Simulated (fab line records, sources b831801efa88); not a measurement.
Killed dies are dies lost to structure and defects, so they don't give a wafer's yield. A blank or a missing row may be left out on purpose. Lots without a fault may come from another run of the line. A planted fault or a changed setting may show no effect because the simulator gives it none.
Chamber matching | flow sky130 | SKY_POLY_CUT_ETCH_11 on rie_diel-04: 4 sister chambers
The step etches Si3N4 in CF4/CH2F2/Ar, stops on poly-Si, time 42.5 s, target depth 60 nm. 16 wafers are shown with their chamber, then 8 later ones without.

WAFERS WITH THEIR CHAMBER
wafer  | chamber | drypump_motor_current_A (A) | oes_product_au (a.u.) | throttle_valve_pct (%)
L619.2 | 0       | 5.3                         | 0.836                 | 14.996
L619.4 | 2       | 5.5                         | 0.837                 | 14.988
L619.5 | 2       | 5.5                         | 0.827                 | 14.997
L620.3 | 3       | 6.2                         | 0.834                 | 14.996
L620.5 | 0       | 5.3                         | 0.842                 | 14.988
L620.6 | 3       | 6.2                         | 0.839                 | 14.989
L622.1 | 3       | 6.2                         | 0.837                 | 14.980
L622.5 | 3       | 6.1                         | 0.839                 | 14.994
L622.6 | 2       | 5.5                         | 0.830                 | 14.994
L627.2 | 0       | 5.3                         | 0.838                 | 14.992
L627.4 | 1       | 5.8                         | 0.841                 | 14.992
L627.6 | 2       | 5.5                         | 0.829                 | 14.997
L634.1 | 0       | 5.3                         | 0.830                 | 14.985
L634.2 | 2       | 5.5                         | 0.824                 | 14.988
L634.3 | 1       | 5.8                         | 0.832                 | 14.986
L635.4 | 1       | 5.8                         | 0.818                 | 14.990

SIGNATURES (means of the wafers above)
reading                 | chamber 0 | chamber 1 | chamber 2 | chamber 3 | scatter within a chamber
drypump_motor_current_A | 5.300     | 5.800     | 5.500     | 6.175     | 0.025
oes_product_au          | 0.83650   | 0.83033   | 0.82940   | 0.83725   | 0.00615
throttle_valve_pct      | 14.99025  | 14.98933  | 14.99280  | 14.98975  | 0.00519
Rule: a wafer's distance from a chamber is the root of the sum, over the readings, of the square of ((its reading less the chamber's mean) divided by the reading's scatter). The wafer belongs to the nearest chamber; if the next one is less than 2 further off, it can't be placed. The scatter: the root of (the sum of the squares of (reading less its chamber's mean) over the shown wafers, divided by (wafers less chambers)).

WAFERS WITHOUT THEIR CHAMBER
wafer  | drypump_motor_current_A (A) | oes_product_au (a.u.) | throttle_valve_pct (%)
L635.5 | 5.8                         | 0.832                 | 15.001
L635.6 | 5.5                         | 0.829                 | 14.987
L637.4 | 5.5                         | 0.826                 | 14.990
L637.5 | 6.2                         | 0.829                 | 14.993
L637.6 | 5.3                         | 0.831                 | 14.985
L638.1 | 5.3                         | 0.834                 | 15.003
L638.3 | 5.8                         | 0.836                 | 14.990
L638.4 | 6.2                         | 0.833                 | 14.991

WHICH CHAMBER EACH WENT THROUGH
wafer  | from the rows above | in truth
L635.5 | 1                   | 1
L635.6 | 2                   | 2
L637.4 | 2                   | 2
L637.5 | 3                   | 3
L637.6 | 0                   | 0
L638.1 | 0                   | 0
L638.3 | 1                   | 1
L638.4 | 3                   | 3
Placed correctly: 8 of 8. Can't be placed from these rows: 0. Placed wrongly: 0.
